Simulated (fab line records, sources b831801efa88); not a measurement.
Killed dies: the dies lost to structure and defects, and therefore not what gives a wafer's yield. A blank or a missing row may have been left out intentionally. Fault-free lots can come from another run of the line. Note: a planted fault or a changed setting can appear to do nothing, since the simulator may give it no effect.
Which tool was responsible? + flow gf180mcu + 6 lots with 18 wafers sampled at 4 steps, on a route of 602 steps

## WHAT THE GAUGES READ, wafer by wafer
GF_M4_OVL_MEAS_15.
| lot  | measured     | on         | M4_OVL (nm) |
|------|--------------|------------|-------------|
| L278 | day 23 18:11 | overlay-02 | 5 8 6       |
| L281 | day 25 00:10 | overlay-02 | -7 -4 -8    |
| L283 | day 25 14:46 | overlay-01 | -1 0 4      |
| L287 | day 26 22:08 | overlay-02 | -4 -4 -9    |
| L294 | day 28 21:02 | overlay-02 | -2 -3 3     |
| L298 | day 29 22:17 | overlay-01 | 2 -4 -3     |

## TOOL THAT RAN EACH LOT (tool first, then ch and the chambers of the sampled wafers, then the start)
| lot  | GF_V3_CMP_26                  | GF_M4_SPUTTER_04             | GF_M4_SOFTBAKE_10                 |
|------|-------------------------------|------------------------------|-----------------------------------|
| L278 | cmp-02 ch 1,2,3, day 22 18:28 | pvd-sputter-04, day 22 18:51 | litho-track-01 ch 0, day 23 06:16 |
| L281 | cmp-02 ch 1,2,3, day 24 01:35 | pvd-sputter-03, day 24 02:01 | litho-track-01 ch 0, day 24 12:40 |
| L283 | cmp-02 ch 0,2, day 24 16:34   | pvd-sputter-02, day 24 17:02 | litho-track-01 ch 0, day 25 03:22 |
| L287 | cmp-02 ch 0,3, day 26 00:43   | pvd-sputter-04, day 26 01:08 | litho-track-04 ch 0, day 26 11:24 |
| L294 | cmp-01 ch 0,2, day 28 01:04   | pvd-sputter-02, day 28 01:29 | litho-track-04 ch 0, day 28 11:24 |
| L298 | cmp-01 ch 0,1,2, day 29 02:49 | pvd-sputter-03, day 29 03:18 | litho-track-02 ch 0, day 29 12:59 |
- GF_V3_CMP_26: polishes, stops on SiO2, t overpolish 15 s, target thk 0 nm.
- GF_M4_SPUTTER_04: material TiN, target thk 50 nm, time 41.7 s.
- GF_M4_SOFTBAKE_10: time 60 s.

## THE ANSWER, worked out from the rows above alone
Rule: the lots themselves supply what counts as usual. The widest of any qualifying gaps counts: lots, ordered by their means at a reading, are off when they make up no more than a third of the lots, leave a main group of 4 or more, and stand apart from it by 3 or more times the standard deviation of that group's means. Not used: any main group whose means are identical at the precision the tables above print for the reading. A lot without any number at a reading at which 4 lots or more have one is off too. All remaining lots with rows at the step are treated as sound.
None of the lots is off at any reading shown; this tells nothing.

## WHAT HAD BEEN PUT IN BY THE SIMULATOR
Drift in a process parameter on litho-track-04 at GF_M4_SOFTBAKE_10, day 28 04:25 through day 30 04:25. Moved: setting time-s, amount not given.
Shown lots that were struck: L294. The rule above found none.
